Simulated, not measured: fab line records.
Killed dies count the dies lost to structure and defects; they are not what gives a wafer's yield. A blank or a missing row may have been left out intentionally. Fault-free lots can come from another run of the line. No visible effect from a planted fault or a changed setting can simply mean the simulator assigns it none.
fab line records	flow gf180mcu
record lots=24	wafers=72	lastDay=34
route steps=602 shown V3@450 V4@480 MIM@514 TOP_METAL@582 PASSIVATION@598
lots with no fault: from the same line, run without faults
startH: hours from the record's first day to the start of the lot's first wafer shown	waitH: hours since the lot's step before	" the same as in the row above	L1.1+2: a row that stands for several wafers	- value missing, or start not given	* or withheld: withheld	< > ~ a bound
route shown NAME@n: NAME is a module with steps in the file, n the number in the route of the first one	usual: the fault-free wafers' mean and standard deviation	same: alike in all rows	chamber/n: place in a boat	sites: readings site by site	_std_site: the standard deviation of these	_edge_site: inner sites' mean taken away from outer sites' mean	radiusMm: for every site, how far away it sits from the centre of the wafer	mask NAME#n: copy n	behind: the tool/chamber that last shaped the wafer	hold: why the lot went on hold/how many hours it stayed there/how the hold came to an end	device: whichever transistor did not switch (one of n, p or np)	end of line: at the end of the route, the tests of the same wafers	where a step has no rows: the recipe by itself	killed: dies lost to structure and defects at the first sort, not the wafer's yield	map: shows each die of a wafer: x if killed, . if not, _ if none is there
set.NAME: setting as actually run; set.NAME@STEP: the setting as run at that earlier step	model.NAME: the simulator's own value behind a step, which no gauge read
steps of the route over a sample of lots; a table a step, a row a wafer
services: a tool's chamber out of use, with start hour (startH, from the record's first day; less than 0 if before it), hours out, and reason
## steps
# step GF_V3_SPUTTER_21
# recipe material=Ti	targetThkNm=15	chamberPressurePa=5	powerW=2500	substrateTempC=200	timeS=80.02
# usual throttleValvePct=29.5/1.1
# same timeS=80.02
lot.wafer	tool	chamber	startH	waitH	throttleValvePct
L074.2	pvdSputter-04	-	507.48	0.0	28.7
L074.4	"	-	"	"	29.1
L074.6	"	-	"	"	27.9
L075.2	pvdSputter-01	-	519.96	0.0	29.6
L075.4	"	-	"	"	31.4
L075.5	"	-	"	"	31.6
L076.1	pvdSputter-03	-	522.16	0.0	28.5
L076.2	"	-	"	"	30.2
L076.3	"	-	"	"	30.0
L077.1	pvdSputter-04	-	539.76	0.0	29.4
L077.3	"	-	"	"	31.0
L077.5	"	-	"	"	31.4
L078.2	pvdSputter-03	-	545.91	0.0	28.3
L078.5	"	-	"	"	28.7
L078.6	"	-	"	"	28.4
L081.1	pvdSputter-04	-	571.50	0.0	28.0
L081.2	"	-	"	"	28.9
L081.6	"	-	"	"	29.0
L079.4	pvdSputter-04	-	572.66	0.0	29.1
L079.5	"	-	"	"	28.5
L079.6	"	-	"	"	29.0
L080.3	pvdSputter-01	-	573.07	0.0	32.2
L080.5	"	-	"	"	29.6
L080.6	"	-	"	"	29.1
L082.1	pvdSputter-03	-	582.53	0.0	28.6
L082.3	"	-	"	"	29.7
L082.5	"	-	"	"	30.5
L083.2	pvdSputter-04	-	595.20	0.0	31.2
L083.3	"	-	"	"	29.1
L083.5	"	-	"	"	29.2
L084.1	pvdSputter-03	-	595.81	0.0	29.7
L084.2	"	-	"	"	30.3
L084.5	"	-	"	"	30.5
L085.2	pvdSputter-03	-	610.33	0.0	30.3
L085.3	"	-	"	"	28.2
L085.4	"	-	"	"	29.7
L086.2	pvdSputter-03	-	612.81	0.0	28.3
L086.3	"	-	"	"	28.5
L086.5	"	-	"	"	28.3
L087.2	pvdSputter-01	-	633.55	0.0	31.0
L087.3	"	-	"	"	32.0
L087.5	"	-	"	"	31.4
L088.1	pvdSputter-04	-	636.65	0.0	31.1
L088.3	"	-	"	"	28.6
L088.6	"	-	"	"	28.3
L089.1	pvdSputter-03	-	646.71	0.0	30.0
L089.3	"	-	"	"	28.5
L089.6	"	-	"	"	30.4
L091.1	pvdSputter-04	-	659.13	0.0	29.1
L091.2	"	-	"	"	28.7
L091.4	"	-	"	"	31.3
L090.2	pvdSputter-03	-	660.22	0.0	28.7
L090.3	"	-	"	"	30.2
L090.6	"	-	"	"	28.5
L092.3	pvdSputter-01	-	661.98	0.0	29.5
L092.5	"	-	"	"	31.2
L092.6	"	-	"	"	31.6
L093.2	pvdSputter-01	-	676.20	0.0	29.1
L093.3	"	-	"	"	31.4
L093.4	"	-	"	"	31.6
L094.3	pvdSputter-03	-	677.12	0.0	28.3
L094.5	"	-	"	"	28.2
L094.6	"	-	"	"	29.7
L095.1	pvdSputter-03	-	684.39	0.0	30.0
L095.2	"	-	"	"	29.8
L095.3	"	-	"	"	28.7
L096.1	pvdSputter-01	-	685.22	0.0	29.1
L096.2	"	-	"	"	31.1
L096.3	"	-	"	"	31.7
L097.1	pvdSputter-03	-	697.66	0.0	28.7
L097.5	"	-	"	"	28.4
L097.6	"	-	"	"	28.3
# step GF_V4_CMP_04
# recipe material=SiO2	downForcePsi=4	platenRpm=60	padVelocityMS=0.94248
# usual motorCurrentA=11.6/0.76	timeToEndpointS=80/5.9
lot.wafer	tool	chamber	startH	waitH	motorCurrentA	timeToEndpointS
L074.4	cmp-02	2	532.23	0.0	11.9	83
L074.2	"	3	"	"	11.4	81
L074.6	"	2	"	"	11.7	84
L075.4	cmp-02	3	544.87	0.2	10.6	89
L075.2	"	0	"	"	11.2	81
L075.5	"	1	"	"	11.1	78
L076.1	cmp-01	1	546.72	0.1	11.8	81
L076.3	"	2	"	"	12.1	78
L076.2	"	0	"	"	11.7	76
L077.1	cmp-02	1	564.73	0.1	10.2	81
L077.3	"	3	"	"	11.0	81
L077.5	"	1	"	"	11.1	78
L078.2	cmp-01	2	570.28	0.1	11.7	81
L078.5	"	0	"	"	11.6	78
L078.6	"	1	"	"	11.9	79
L081.1	cmp-01	0	594.05	0.1	10.3	77
L081.2	"	1	"	"	11.7	74
L081.6	"	0	"	"	10.6	88
L079.4	cmp-01	0	595.12	0.1	11.1	81
L079.6	"	3	"	"	13.0	79
L079.5	"	0	"	"	11.8	84
L080.3	cmp-02	0	595.40	0.1	10.8	63
L080.5	"	2	"	"	11.8	76
L080.6	"	3	"	"	11.0	82
L082.1	cmp-01	3	605.14	0.1	12.1	68
L082.3	"	2	"	"	12.9	82
L082.5	"	3	"	"	12.2	77
L083.3	cmp-02	1	618.87	0.0	10.7	79
L083.2	"	2	"	"	12.0	86
L083.5	"	1	"	"	10.8	86
L084.1	cmp-02	0	619.60	0.1	10.5	75
L084.2	"	2	"	"	11.7	77
L084.5	"	0	"	"	10.8	80
L085.2	cmp-02	1	633.59	0.2	10.9	76
L085.4	"	3	"	"	10.7	93
L085.3	"	0	"	"	11.0	76
L086.3	cmp-02	0	636.34	1.0	10.8	69
L086.2	"	1	"	"	10.7	78
L086.5	"	0	"	"	11.1	77
L087.2	cmp-02	0	655.33	0.2	10.6	74
L087.3	"	1	"	"	11.0	78
L087.5	"	3	"	"	10.8	90
L088.3	cmp-01	0	659.22	0.1	11.2	77
L088.1	"	1	"	"	12.7	77
L088.6	"	0	"	"	10.8	85
L089.1	cmp-01	0	667.91	0.1	10.8	75
L089.3	"	2	"	"	11.8	76
L089.6	"	0	"	"	10.9	77
L091.2	cmp-01	1	680.03	0.0	11.5	70
L091.1	"	2	"	"	12.6	69
L091.4	"	0	"	"	11.6	76
L090.3	cmp-02	1	681.46	0.0	10.4	81
L090.2	"	2	"	"	11.8	77
L090.6	"	1	"	"	11.0	80
L092.3	cmp-01	3	683.23	0.1	13.0	75
L092.6	"	1	"	"	11.8	76
L092.5	"	2	"	"	12.2	80
L093.2	cmp-01	0	697.08	0.0	11.1	83
L093.3	"	2	"	"	12.9	84
L093.4	"	3	"	"	12.7	89
L094.3	cmp-01	1	698.41	0.2	11.9	88
L094.5	"	3	"	"	13.2	90
L094.6	"	0	"	"	12.3	88
L095.3	cmp-01	3	705.02	0.3	13.5	75
L095.1	"	0	"	"	11.6	78
L095.2	"	1	"	"	11.9	80
L096.2	cmp-02	1	707.92	2.0	10.2	79
L096.1	"	3	"	"	10.4	84
L096.3	"	0	"	"	10.5	75
L097.1	cmp-02	1	717.92	0.1	10.6	72
L097.5	"	1	"	"	10.8	79
L097.6	"	2	"	"	12.1	83
# step GF_V4_SPUTTER_22
# recipe material=TiN	targetThkNm=10	chamberPressurePa=5	powerW=4000	timeS=40
# usual throttleValvePct=29.8/1
# same timeS=40
lot.wafer	tool	chamber	startH	waitH	throttleValvePct
L074.2	pvdSputter-03	-	555.87	0.0	28.6
L074.4	"	-	"	"	29.9
L074.6	"	-	"	"	29.8
L075.2	pvdSputter-03	-	568.86	0.0	28.6
L075.4	"	-	"	"	28.2
L075.5	"	-	"	"	30.6
L076.1	pvdSputter-02	-	570.22	0.0	31.2
L076.2	"	-	"	"	29.6
L076.3	"	-	"	"	29.6
L077.1	pvdSputter-02	-	588.83	0.0	31.3
L077.3	"	-	"	"	29.7
L077.5	"	-	"	"	30.6
L078.2	pvdSputter-02	-	592.95	0.0	31.5
L078.5	"	-	"	"	30.4
L078.6	"	-	"	"	29.5
L081.1	pvdSputter-04	-	616.79	0.0	31.2
L081.2	"	-	"	"	28.2
L081.6	"	-	"	"	31.3
L079.4	pvdSputter-02	-	617.73	0.0	29.6
L079.5	"	-	"	"	31.4
L079.6	"	-	"	"	29.3
L080.3	pvdSputter-04	-	617.96	0.0	29.2
L080.5	"	-	"	"	31.4
L080.6	"	-	"	"	28.7
L082.1	pvdSputter-04	-	627.37	0.0	28.2
L082.3	"	-	"	"	29.1
L082.5	"	-	"	"	28.8
L083.2	pvdSputter-04	-	641.56	0.0	28.3
L083.3	"	-	"	"	31.5
L083.5	"	-	"	"	29.3
L084.1	pvdSputter-02	-	641.66	0.0	31.5
L084.2	"	-	"	"	29.8
L084.5	"	-	"	"	30.5
L085.2	pvdSputter-04	-	653.43	0.0	29.2
L085.3	"	-	"	"	28.0
L085.4	"	-	"	"	28.9
L086.2	pvdSputter-02	-	657.50	0.0	29.7
L086.3	"	-	"	"	31.5
L086.5	"	-	"	"	31.4
L087.2	pvdSputter-02	-	676.14	0.0	31.5
L087.3	"	-	"	"	30.4
L087.5	"	-	"	"	31.4
L088.1	pvdSputter-03	-	679.31	0.0	30.5
L088.3	"	-	"	"	30.1
L088.6	"	-	"	"	29.7
L089.1	pvdSputter-03	-	687.87	0.0	30.5
L089.3	"	-	"	"	29.9
L089.6	"	-	"	"	30.6
L091.1	pvdSputter-03	-	700.02	0.0	28.8
L091.2	"	-	"	"	29.7
L091.4	"	-	"	"	30.0
L090.2	pvdSputter-02	-	701.17	0.0	29.6
L090.3	"	-	"	"	31.3
L090.6	"	-	"	"	31.7
L092.3	pvdSputter-02	-	702.97	0.0	29.7
L092.5	"	-	"	"	29.9
L092.6	"	-	"	"	30.4
L093.2	pvdSputter-04	-	716.50	0.0	28.6
L093.3	"	-	"	"	31.3
L093.4	"	-	"	"	29.3
L094.3	pvdSputter-03	-	717.66	0.0	28.5
L094.5	"	-	"	"	29.9
L094.6	"	-	"	"	28.2
L095.1	pvdSputter-02	-	724.55	0.0	29.3
L095.2	"	-	"	"	31.6
L095.3	"	-	"	"	29.5
L096.1	pvdSputter-04	-	726.96	0.0	28.5
L096.2	"	-	"	"	31.3
L096.3	"	-	"	"	28.3
L097.1	pvdSputter-03	-	736.67	0.0	30.4
L097.5	"	-	"	"	29.9
L097.6	"	-	"	"	30.6
# step GF_MIM_THK_MEAS_11
# recipe thkMeasGauge=xrf	reads=AlCu_of_MIM_SPUTTER_08
# usual MIM_ALCU_THK=196.9/2.4
lot.wafer	tool	chamber	startH	waitH	MIM_ALCU_THK[nm]
L074.2	filmMetro-01	-	557.04	0.1	189.9
L074.4	"	-	"	"	192.5
L074.6	"	-	"	"	193.7
L075.2	filmMetro-04	-	570.04	0.1	200.7
L075.4	"	-	"	"	198.8
L075.5	"	-	"	"	201.5
L076.1	filmMetro-02	-	571.38	0.1	196.8
L076.2	"	-	"	"	196.2
L076.3	"	-	"	"	196.6
L077.1	filmMetro-02	-	590.28	0.1	195.0
L077.3	"	-	"	"	196.0
L077.5	"	-	"	"	195.7
L078.2	filmMetro-04	-	594.12	0.1	196.4
L078.5	"	-	"	"	195.6
L078.6	"	-	"	"	196.2
L081.1	filmMetro-04	-	618.02	0.1	197.0
L081.2	"	-	"	"	197.7
L081.6	"	-	"	"	195.4
L079.4	filmMetro-04	-	618.92	0.1	194.5
L079.5	"	-	"	"	196.7
L079.6	"	-	"	"	191.3
L080.3	filmMetro-01	-	619.14	0.1	202.2
L080.5	"	-	"	"	200.8
L080.6	"	-	"	"	200.3
L082.1	filmMetro-02	-	628.53	0.1	197.5
L082.3	"	-	"	"	195.5
L082.5	"	-	"	"	197.3
L083.2	filmMetro-01	-	642.74	0.1	195.0
L083.3	"	-	"	"	196.1
L083.5	"	-	"	"	197.0
L084.1	filmMetro-04	-	643.03	0.1	200.2
L084.2	"	-	"	"	199.5
L084.5	"	-	"	"	200.7
L085.2	filmMetro-04	-	654.88	0.1	200.7
L085.3	"	-	"	"	199.9
L085.4	"	-	"	"	199.5
L086.2	filmMetro-04	-	658.87	0.1	197.2
L086.3	"	-	"	"	198.8
L086.5	"	-	"	"	202.1
L087.2	filmMetro-01	-	677.31	0.1	197.0
L087.3	"	-	"	"	196.0
L087.5	"	-	"	"	196.3
L088.1	filmMetro-04	-	680.47	0.1	195.9
L088.3	"	-	"	"	195.6
L088.6	"	-	"	"	192.0
L089.1	filmMetro-02	-	689.03	0.1	194.5
L089.3	"	-	"	"	194.8
L089.6	"	-	"	"	197.7
L091.1	filmMetro-04	-	701.19	0.1	194.2
L091.2	"	-	"	"	191.9
L091.4	"	-	"	"	194.8
L090.2	filmMetro-04	-	702.87	0.1	196.3
L090.3	"	-	"	"	196.0
L090.6	"	-	"	"	198.2
L092.3	filmMetro-02	-	704.98	0.1	198.9
L092.5	"	-	"	"	195.0
L092.6	"	-	"	"	196.1
L093.2	filmMetro-04	-	717.67	0.1	198.6
L093.3	"	-	"	"	197.6
L093.4	"	-	"	"	199.0
L094.3	filmMetro-02	-	718.84	0.1	195.2
L094.5	"	-	"	"	194.4
L094.6	"	-	"	"	194.0
L095.1	filmMetro-04	-	725.72	0.1	194.5
L095.2	"	-	"	"	196.5
L095.3	"	-	"	"	194.4
L096.1	filmMetro-01	-	728.14	0.1	197.6
L096.2	"	-	"	"	197.0
L096.3	"	-	"	"	197.6
L097.1	filmMetro-01	-	737.84	0.1	196.5
L097.5	"	-	"	"	197.7
L097.6	"	-	"	"	196.7
# step GF_TOP_METAL_OVL_MEAS_15
# usual TOP_METAL_OVL=0.6/1.2
lot.wafer	tool	chamber	startH	waitH	TOP_METAL_OVL[nm]
L074.2	overlay-01	-	643.00	0.1	1.8
L074.4	"	-	"	"	1.2
L074.6	"	-	"	"	1.0
L075.2	overlay-01	-	658.12	0.1	-1.5
L075.4	"	-	"	"	-0.3
L075.5	"	-	"	"	-1.8
L076.1	overlay-01	-	659.11	0.1	0.7
L076.2	"	-	"	"	0.3
L076.3	"	-	"	"	0.4
L077.1	overlay-01	-	674.81	0.1	1.2
L077.3	"	-	"	"	2.4
L077.5	"	-	"	"	2.2
L078.2	overlay-01	-	679.47	0.1	3.0
L078.5	"	-	"	"	1.7
L078.6	"	-	"	"	1.3
L081.1	overlay-01	-	699.71	0.1	-0.5
L081.2	"	-	"	"	0.1
L081.6	"	-	"	"	1.5
L079.4	overlay-01	-	701.08	0.1	1.1
L079.5	"	-	"	"	0.5
L079.6	"	-	"	"	1.9
L080.3	overlay-01	-	701.87	0.1	0.5
L080.5	"	-	"	"	0.2
L080.6	"	-	"	"	0.1
L082.1	overlay-01	-	707.81	0.1	0.5
L082.3	"	-	"	"	-0.5
L082.5	"	-	"	"	0.8
L083.2	overlay-01	-	721.11	0.1	-0.7
L083.3	"	-	"	"	0.2
L083.5	"	-	"	"	-0.8
L084.1	overlay-01	-	722.28	0.1	-0.4
L084.2	"	-	"	"	-0.6
L084.5	"	-	"	"	1.1
L085.2	overlay-01	-	732.21	0.1	1.5
L085.3	"	-	"	"	1.5
L085.4	"	-	"	"	1.6
L086.2	overlay-01	-	735.56	0.1	0.6
L086.3	"	-	"	"	0.8
L086.5	"	-	"	"	1.5
L087.2	overlay-01	-	751.57	0.1	-0.8
L087.3	"	-	"	"	-0.4
L087.5	"	-	"	"	1.2
L088.1	overlay-01	-	754.74	0.1	-1.2
L088.3	"	-	"	"	-2.7
L088.6	"	-	"	"	-0.9
L089.1	overlay-01	-	763.56	0.1	0.8
L089.3	"	-	"	"	1.8
L089.6	"	-	"	"	1.7
L091.1	overlay-01	-	773.49	0.1	2.7
L091.2	"	-	"	"	2.0
L091.4	"	-	"	"	1.7
L090.2	overlay-01	-	775.27	0.1	1.4
L090.3	"	-	"	"	0.9
L090.6	"	-	"	"	0.3
L092.3	overlay-01	-	775.72	0.1	-0.9
L092.5	"	-	"	"	-0.2
L092.6	"	-	"	"	-0.4
L093.2	overlay-01	-	788.08	0.1	-0.9
L093.3	"	-	"	"	0.2
L093.4	"	-	"	"	-0.1
L094.3	overlay-01	-	789.32	0.1	1.0
L094.5	"	-	"	"	0.9
L094.6	"	-	"	"	1.4
L095.1	overlay-01	-	795.66	0.1	2.8
L095.2	"	-	"	"	1.5
L095.3	"	-	"	"	3.5
L096.1	overlay-01	-	796.24	0.1	0.1
L096.2	"	-	"	"	0.5
L096.3	"	-	"	"	0.6
L097.1	overlay-02	-	805.06	0.1	1.4
L097.5	"	-	"	"	3.5
L097.6	"	-	"	"	1.2
# step GF_PASSIVATION_ETCH_11
# recipe chemistry=CF4/O2	targetDepthNm=1800	stopOn=TiN	sourceW=800	biasW=150	pressureMtorr=150	cf4FlowSccm=80	O2_flow_sccm=10	timeS=400
# usual O2_flow_sccm=10.005/0.029	drypumpMotorCurrentA=5.8/0.4	oesProductAu=0.963/0.008	throttleValvePct=5.960/0.0091
# same timeS=400
lot.wafer	tool	chamber	startH	waitH	O2_flow_sccm	drypumpMotorCurrentA	oesProductAu	rfHoursCounterH	throttleValvePct
L074.2	rieDiel-03	3	663.72	-	9.966	5.8	0.956	12	5.960
L074.4	"	2	"	"	9.940	5.8	0.970	34	5.959
L074.6	"	3	"	"	9.986	5.8	0.963	-	5.969
L075.2	rieDiel-03	0	677.94	-	10.009	6.3	0.949	24	5.968
L075.4	"	1	"	"	10.001	6.1	0.962	-	5.980
L075.5	"	0	"	"	10.028	6.3	0.965	-	5.965
L076.1	rieDiel-03	0	679.49	-	9.986	6.3	0.963	24	5.965
L076.2	"	1	"	"	10.029	6.0	0.955	20	5.963
L076.3	"	2	"	"	9.985	5.8	0.970	35	5.957
L077.1	rieDiel-03	2	694.86	-	9.970	5.8	0.954	35	5.961
L077.3	"	3	"	"	9.936	5.8	0.955	13	5.952
L077.5	"	3	"	"	10.010	5.8	0.972	-	5.970
L078.2	rieDiel-03	2	699.47	-	10.015	5.8	0.948	36	5.967
L078.5	"	2	"	"	9.990	5.8	0.958	-	5.943
L078.6	"	3	"	"	9.950	5.7	0.950	-	5.964
L081.1	rieDiel-01	0	718.84	-	10.060	4.9	0.967	4	5.959
L081.2	"	2	"	"	9.997	5.8	0.969	13	5.954
L081.6	"	2	"	"	9.945	5.8	0.971	-	5.967
L079.4	rieDiel-01	0	719.81	-	9.987	4.9	0.976	4	5.971
L079.5	"	0	"	"	9.982	4.9	0.971	-	5.956
L079.6	"	3	"	"	9.980	5.6	0.969	-	5.965
L080.3	rieDiel-03	2	721.09	-	10.001	5.8	0.953	37	5.946
L080.5	"	1	"	"	10.041	6.0	0.964	-	5.961
L080.6	"	0	"	"	10.042	6.3	0.969	-	5.971
L082.1	rieDiel-04	0	726.46	-	10.028	5.6	0.959	9	5.939
L082.3	"	3	"	"	9.997	5.1	0.968	4	5.968
L082.5	"	0	"	"	10.036	5.6	0.965	-	5.956
L083.2	rieDiel-03	0	739.61	-	10.004	6.3	0.950	26	5.969
L083.3	"	3	"	"	10.027	5.8	0.951	15	5.939
L083.5	"	2	"	"	10.009	5.8	0.965	-	5.963
L084.1	rieDiel-04	0	739.96	-	10.056	5.6	0.957	9	5.941
L084.2	"	1	"	"	9.989	5.9	0.954	17	5.954
L084.5	"	2	"	"	9.988	6.0	0.964	-	5.958
L085.2	rieDiel-03	1	750.42	-	10.048	6.1	0.952	23	5.950
L085.3	"	2	"	"	10.011	5.8	0.952	38	5.967
L085.4	"	3	"	"	9.976	5.8	0.978	15	5.965
L086.2	rieDiel-04	0	753.51	-	9.965	5.6	0.958	10	5.969
L086.3	"	1	"	"	10.021	5.9	0.958	18	5.961
L086.5	"	3	"	"	10.031	5.1	0.963	-	5.967
L087.2	rieDiel-01	2	768.84	-	10.026	5.8	0.959	15	5.965
L087.3	"	3	"	"	9.996	5.6	0.957	39	5.953
L087.5	"	3	"	"	9.999	5.7	0.959	-	5.953
L088.1	rieDiel-04	1	772.42	-	9.972	5.9	0.956	18	5.963
L088.3	"	3	"	"	10.000	5.1	0.966	6	5.949
L088.6	"	0	"	"	10.012	5.6	0.972	-	5.960
L089.1	rieDiel-01	3	780.71	-	10.001	5.6	0.967	40	5.951
L089.3	"	2	"	"	10.050	5.8	0.961	16	5.969
L089.6	"	0	"	"	9.993	4.9	0.962	-	5.965
L091.1	rieDiel-01	0	790.27	-	10.001	4.9	0.960	8	5.947
L091.2	"	3	"	"	10.017	5.6	0.965	41	5.960
L091.4	"	3	"	"	10.029	5.6	0.972	-	5.982
L090.2	rieDiel-01	2	792.09	-	10.015	5.8	0.964	16	5.949
L090.3	"	1	"	"	9.996	6.2	0.965	7	5.970
L090.6	"	0	"	"	10.053	4.9	0.979	-	5.968
L092.3	rieDiel-04	3	793.01	-	10.037	5.1	0.960	7	5.958
L092.5	"	1	"	"	10.016	5.9	0.969	-	5.958
L092.6	"	0	"	"	9.984	5.6	0.972	-	5.961
L093.2	rieDiel-04	1	804.26	-	10.051	5.9	0.955	20	5.940
L093.3	"	0	"	"	10.043	5.6	0.960	13	5.942
L093.4	"	3	"	"	9.974	5.1	0.976	7	5.968
L094.3	rieDiel-04	2	805.86	-	9.986	6.1	0.964	8	5.959
L094.5	"	2	"	"	9.947	6.1	0.964	-	5.962
L094.6	"	1	"	"	10.005	6.0	0.966	-	5.946
L095.1	rieDiel-04	1	811.59	-	9.984	5.9	0.955	21	5.966
L095.2	"	2	"	"	9.982	6.1	0.952	8	5.967
L095.3	"	3	"	"	10.023	5.1	0.959	8	5.950
L096.1	rieDiel-01	0	811.94	-	10.019	4.9	0.953	9	5.958
L096.2	"	2	"	"	9.980	5.8	0.957	17	5.967
L096.3	"	3	"	"	9.998	5.6	0.944	42	5.962
L097.1	rieDiel-03	0	820.69	-	10.025	6.4	0.948	30	5.971
L097.5	"	1	"	"	10.036	6.0	0.961	-	5.966
L097.6	"	3	"	"	10.018	5.8	0.967	-	5.961
## services
tool	chamber	startH	hours	kind
cmp-02	-	504.56	4.4	repair
cmp-01	-	529.11	16.6	pm
cmp-01	-	572.00	4.0	pm
pvdSputter-04	-	598.78	2.6	repair
cmp-02	-	603.95	0.4	repair
cmp-02	-	606.28	1.6	repair
pvdSputter-02	-	607.80	0.9	repair
cmp-02	-	622.95	0.7	repair
cmp-02	-	626.73	1.7	repair
cmp-01	-	630.70	11.1	pm
pvdSputter-04	-	646.00	2.5	repair
pvdSputter-03	-	647.56	3.6	repair
cmp-02	-	648.43	5.4	pm
cmp-01	-	678.06	1.3	repair
pvdSputter-02	-	704.63	2.9	repair
cmp-01	-	705.99	4.1	repair
cmp-02	-	744.04	4.0	pm
cmp-01	-	744.47	1.0	repair
cmp-01	-	748.27	1.1	repair
cmp-01	-	765.61	10.3	pm
pvdSputter-04	-	788.20	1.9	repair
pvdSputter-03	-	792.23	2.7	repair
cmp-02	-	794.98	3.1	repair
cmp-01	-	808.71	1.4	repair
## key
fault none
